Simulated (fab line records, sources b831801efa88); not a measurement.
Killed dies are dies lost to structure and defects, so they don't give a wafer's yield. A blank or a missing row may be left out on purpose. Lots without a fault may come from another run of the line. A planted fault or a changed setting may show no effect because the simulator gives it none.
One fault seen from 2 desks | flow gf180mcu | each desk has only its own numbers; what lay behind them comes last

THE TOOL OWNER'S DESK: implanter-03
The tool's own readings at GF_HV_LDD_IMPLANT_34: means of the sampled wafers that have a number, for each lot that ran on this tool. A lot is out of limits, marked OUT, if its mean lies more than 4 standard deviations from the usual mean; the brackets give that distance.
Columns: A = dose_ions_cm2 at GF_HV_LDD_IMPLANT_34, usual 7.5e+12; B = faraday_current_uA at GF_HV_LDD_IMPLANT_34, usual 42.4; C = tilt_deg at GF_HV_LDD_IMPLANT_34, usual 30.004 degrees
lot  | first seen here | A                         | B             | C
L493 | day 12 16:18    | 7.5e+12                   | 42.7          | 30.030
L497 | day 14 06:02    | 7.5e+12                   | 41.9          | 30.011
L499 | day 14 21:32    | 7.5e+12                   | 42.0          | 30.013
L500 | day 15 01:37    | 7.5e+12                   | 43.4          | 30.004
L501 | day 15 17:58    | 7.5e+12                   | 42.4          | 29.983
L504 | day 16 12:59    | 7.4e+11 (-99 or more) OUT | 4.4 (-48) OUT | 30.022
L505 | day 16 18:17    | 7.4e+11 (-99 or more) OUT | 4.2 (-48) OUT | 30.000
This desk's finding: out of limits on L504, L505; first on L504, day 16 12:59 (dose_ions_cm2 at GF_HV_LDD_IMPLANT_34). In limits: L493, L497, L499, L500, L501.

THE METROLOGY DESK
What the gauges read, lot by lot, whatever tool the lot ran on: means of the sampled wafers that have a number. A lot is out of limits, marked OUT, if its mean lies more than 4 standard deviations from the usual mean; the brackets give that distance.
Columns: A = cd_nm at GF_POLY_GATE_CD_MEAS_10, usual 279.8 nm; B = HV_LDD_3_TW at GF_HV_LDD_TW_MEAS_38, usual 1422; C = cd_nm at GF_HV_LDD_CD_MEAS_46, usual 400.0 nm; D = HV_LDD_4_TW at GF_HV_LDD_TW_MEAS_50, usual 564
lot  | first seen here | A     | B              | C     | D
L489 | day 9 06:48     | 281.2 | 1423           | 399.0 | 557
L492 | day 9 21:18     | 278.9 | 1422           | 399.8 | 568
L493 | day 10 05:03    | 280.9 | 1423           | 398.5 | 564
L495 | day 10 21:21    | 279.4 | 1416           | 400.8 | 567
L497 | day 11 14:05    | 279.4 | 1412           | 400.0 | 568
L498 | day 11 18:41    | 279.9 | 1426           | 401.4 | 557
L499 | day 12 03:55    | 277.9 | 1431           | 396.8 | 568
L500 | day 12 12:22    | 280.3 | 1410           | 402.0 | 565
L501 | day 12 20:05    | 279.7 | 1436           | 398.7 | 568
L504 | day 13 12:47    | 278.8 | 1316 (-11) OUT | 397.2 | 564
L505 | day 13 21:33    | 279.7 | 1318 (-11) OUT | 404.1 | 566
L506 | day 14 05:50    | 280.2 | 1428           | 398.1 | 568
L511 | day 15 21:20    | 279.7 | 1426           | 396.8 | 567
L512 | day 16 02:50    | 279.9 | 1411           | 401.3 | 564
This desk's finding: out of limits on L504, L505; first on L504, day 16 13:32 (HV_LDD_3_TW at GF_HV_LDD_TW_MEAS_38). In limits: L489, L492, L493, L495, L497, L498, L499, L500, L501, L506, L511, L512.

PUT TOGETHER
The tool owner's desk could have raised an alarm at day 16 12:59, on L504, L505.
The metrology desk could have raised an alarm at day 16 13:32, on L504, L505.
Of the lots named, all ran GF_HV_LDD_IMPLANT_34 on implanter-03.

WHAT THE SIMULATOR HAD PUT IN
Process parameter drift: implanter-03, from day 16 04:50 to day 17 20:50, at GF_HV_LDD_IMPLANT_34. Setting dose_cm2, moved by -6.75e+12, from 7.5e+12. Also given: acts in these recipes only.
Lots struck among those shown: L504, L505.
Hours from the fault's start to each desk's first reading out of limits: the tool owner's desk, 8; the metrology desk, 9.
